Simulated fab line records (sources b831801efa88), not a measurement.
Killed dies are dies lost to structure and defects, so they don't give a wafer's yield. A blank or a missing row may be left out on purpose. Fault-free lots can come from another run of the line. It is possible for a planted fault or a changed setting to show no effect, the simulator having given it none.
Matching of chambers    flow sky130    cmp-02 running SKY_VIA2_CMP_24: 4 sister chambers
The step polishes, stops on SiO2, t overpolish 20 s, target thk 0 nm. 4 wafers are shown with their chamber, then 7 later ones without.

## WAFERS WITH THEIR CHAMBER
wafer   chamber  motor current A (A)
L974.6  3        8.5
L975.5  2        12.1
L976.1  0        11.4
L976.2  1        10.8

## WAFERS MISSING THEIR CHAMBER
wafer   motor current A (A)
L976.5  8.6
L988.1  11.3
L988.2  12.2
L988.6  10.1
L990.1  11.4
L990.2  10.7
L990.5  8.8

## THE CHAMBER EACH PASSED THROUGH
wafer    from the rows above       in truth
L976.5   3                         3
L988.1   can't be placed: 0 or 1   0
L988.2   2                         2
L988.6   1                         1
L990.1   0                         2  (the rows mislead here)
L990.2   1                         1
L990.5   3                         3
Placed correctly: 5 of 7. Not placeable from these rows: 1 (in 1, the candidates include the true chamber). Number placed wrongly: 1.
How it was worked out, from the rows above alone: a wafer's distance from a chamber is the root of the sum, over the readings, of the square of ((its reading less the chamber's mean) divided by the reading's scatter). If the next closest chamber is less than 2 further off than the closest, the wafer can't be placed; otherwise it belongs to the closest. Each chamber's mean is taken over the wafers shown for it. The scatter (one wafer shown for each chamber): square how far every hidden wafer sits from the nearest shown wafer, average those squares and take the square root.
